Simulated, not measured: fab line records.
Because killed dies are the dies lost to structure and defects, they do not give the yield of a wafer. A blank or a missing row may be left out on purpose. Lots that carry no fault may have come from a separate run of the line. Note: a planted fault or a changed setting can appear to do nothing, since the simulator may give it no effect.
A lot that was struck, set against a sound lot -- flow sky130 -- 44 out of 708 route steps
Sound: the wafers L481.1, L481.4, L481.6. Struck: wafer L488.4 (left out: L488.2, L488.6 of the same lot, which were not struck); the cause appears at the end.
Each step with rows lists, per side, the tool, then ch with its chambers, then its first start. Under that, the readings that differ: sound wafers -- struck wafers -- difference of the means -- sigmas: that difference in standard deviations of wafers without a fault.
alike: readings with means less than 2 such deviations apart, plus words and numbers identical on both sides. not compared: withheld readings, readings lacking a value on some wafer, bounds such as >300 that could conceal the same value, and numbers that have no deviation in the record and whose values overlap.
A row with sigmas, a row that says differs or no value, or rows on one side alone: a step with any of these is where the two part. When numbers do not overlap yet have no deviation, they are printed without sigmas and do not part them. A reading that every wafer of one side lacks parts them only if that side has two wafers or more.

first, 5 steps without rows for these wafers: SKY_VIA3_ETCH_15 (etches SiO2 in C4F8/O2/Ar, stops on TiN, target depth 507 nm, time 78 s); SKY_VIA3_STRIP_16 (strips in O2/N2); SKY_VIA3_STRIP_17 (strips in post etch residue remover, time 1200 s); SKY_VIA3_CLEAN_18 (cleans in IPA, time 180 s); SKY_VIA3_CLEAN_19 (cleans in O3/DIW).
SKY_VIA3_SPUTTER_20: material TiN, target thk 20 nm, time 80 s.
  sound: pvd sputter-03 at day 40 16:01; struck: pvd sputter-04 at day 42 14:08
  alike: cathode dc power W, throttle valve pct
SKY_VIA3_CVD_21: deposits W, target thk 390 nm, time 117.31 s.
  sound on cvd w-02 ch 0,1, day 40 16:05; struck on cvd w-02 ch 0, day 42 14:14
  alike: heater power w
SKY_VIA3_RS_MEAS_22: uses a four-point probe to measure.
  sound: film metro-02 at day 40 16:12; struck: film metro-02 at day 42 14:28
  alike: VIA3_W_RS
SKY_VIA3_THK_MEAS_23: measures by xrf.
  sound: film metro-02 at day 40 16:19; struck: film metro-02 at day 42 14:34
  alike: VIA3_W_THK
then, 1 step without rows for these wafers: SKY_VIA3_CMP_24 (polishes, stops on SiO2, t overpolish 20 s, target thk 0 nm).
SKY_METAL4_SPUTTER_00: material Ti, target thk 15 nm, time 10 s.
  sound: pvd sputter-02 at day 40 16:41; struck: pvd sputter-02 at day 42 14:55
  alike: cathode dc power W, throttle valve pct
then, 1 step without rows for these wafers: SKY_METAL4_SPUTTER_01 (material TiN, target thk 20 nm, time 16.7 s).
SKY_METAL4_SPUTTER_02: material AlCu, target thk 735 nm, time 39.1 s.
  sound: pvd sputter-02 at day 40 16:44; struck: pvd sputter-02 at day 42 14:58
reading,sound,struck,difference,sigmas
cathode dc power W (W),10600 10600 10596,10606,+7,+3
model.AlCu_of_METAL4_SPUTTER_02.thk nm (nm),737.5 739.9 739.7,905.7,+166.7,
  alike: throttle valve pct
SKY_METAL4_SPUTTER_03: material Ti, target thk 5 nm, time 3.3 s.
  sound: pvd sputter-02 at day 40 16:46; struck: pvd sputter-02 at day 42 15:00
  alike: cathode dc power W, throttle valve pct
SKY_METAL4_SPUTTER_04: material TiN, target thk 70 nm, time 58.3 s.
  sound: pvd sputter-02 at day 40 16:47; struck: pvd sputter-02 at day 42 15:01
  alike: cathode dc power W, throttle valve pct
then, 1 step without rows for these wafers: SKY_CAP2M_CVD_00 (deposits SiO2, target thk 15.5 nm).
SKY_CAP2M_THK_MEAS_01:
  sound: film metro-02 at day 40 16:51; struck: film metro-04 at day 42 15:06
reading,sound,struck,difference,sigmas
CAP2M_CVD_00_THK (nm),15.17 15.43 15.22,15.98,+0.71,+4
then, 1 step without rows for these wafers: SKY_CAP2M_SPUTTER_02 (material TiN, target thk 200 nm, time 166.7 s).
SKY_CAP2M_RS_MEAS_03: uses a four-point probe to measure.
  sound: film metro-01 at day 40 17:01; struck: film metro-04 at day 42 15:17
  alike: CAP2M_TIN_RS
SKY_CAP2M_THK_MEAS_04: measures by xrf.
  sound: film metro-01 at day 40 17:08; struck: film metro-04 at day 42 15:23
  alike: CAP2M_TIN_THK
then, 7 steps without rows for these wafers: SKY_CAP2M_DEHYDRATE_05 (time 60 s); SKY_CAP2M_HMDS_06 (prime time 60 s); SKY_CAP2M_COAT_07 (resist thk 1140 nm); SKY_CAP2M_SOFTBAKE_08 (time 60 s); SKY_CAP2M_EXPOSE_09 (exposes mask CAP2M, target cd 1000 nm); SKY_CAP2M_PEB_10; SKY_CAP2M_DEVELOP_11 (develop time 60 s).
SKY_CAP2M_OVL_MEAS_12:
  sound: overlay-01 at day 41 16:42; struck: overlay-02 at day 43 13:42
  alike: CAP2M_OVL
then, 13 steps without rows for these wafers: SKY_CAP2M_METAL_ETCH_13 (etches TiN in Cl2/BCl3, stops on SiO2, target depth 220 nm, time 62.9 s); SKY_CAP2M_STRIP_14 (strips in O2/N2); SKY_CAP2M_STRIP_15 (strips in post etch residue remover, time 1200 s); SKY_CAP2M_CLEAN_16 (cleans in IPA, time 180 s); SKY_CAP2M_CLEAN_17 (cleans in O3/DIW); SKY_METAL4_DEHYDRATE_05 (time 60 s); SKY_METAL4_HMDS_06 (prime time 60 s); SKY_METAL4_COAT_07 (resist thk 60 nm); SKY_METAL4_COAT_08 (resist thk 1140 nm); SKY_METAL4_SOFTBAKE_09 (time 90 s); SKY_METAL4_EXPOSE_10 (exposes mask MM4, target cd 300 nm); SKY_METAL4_PEB_11; SKY_METAL4_DEVELOP_12 (develop time 60 s).
SKY_METAL4_CD_MEAS_13: target cd 300 nm.
  sound: cd sem-02 at day 42 16:56; struck: cd sem-01 at day 44 12:46
  alike: cd nm
SKY_METAL4_METAL_ETCH_18: etches the open film in Cl2/BCl3, stops on SiO2, target depth 845 nm, time 183.1 s.
  sound on rie metal-04 ch 0,1, day 42 17:14; struck on rie metal-04 ch 0, day 44 13:03
reading,sound,struck,difference,sigmas
oes product au (a.u.),0.856 0.873 0.864,0.965,+0.101,+17
  alike: drypump motor current A, mfc cl2 sccm, throttle valve pct
  not compared: rf hours counter h
-- the record jumps here: 4 days lie between the struck wafers' starts before and after (it left off in module METAL4 and takes up again in module PAD_OPEN, whose first step shown is number 708 of the route) --
SKY_PAD_OPEN_PROBE_99:
  sound: prober-02 at day 46 17:22; struck: prober-02 at day 48 10:03
reading,sound,struck,difference,sigmas
model.etest.met4 comb.leak log10 a um,-11.94 -11.93 -12.14,-11.47,+0.53,
model.etest.met4.line ohm um,0.1403 0.1419 0.1443,0.1154,-0.0268,
model.etest.met4.rs ohm sq,0.0429 0.0425 0.04244,0.03438,-0.00823,

WHERE THEY PART
Last at SKY_METAL4_METAL_ETCH_18 as far as this record goes, first at SKY_METAL4_SPUTTER_02.

WHY: the cause the simulator had injected
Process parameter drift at SKY_METAL4_SPUTTER_02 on pvd sputter-02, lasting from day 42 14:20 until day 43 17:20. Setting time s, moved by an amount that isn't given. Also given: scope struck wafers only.
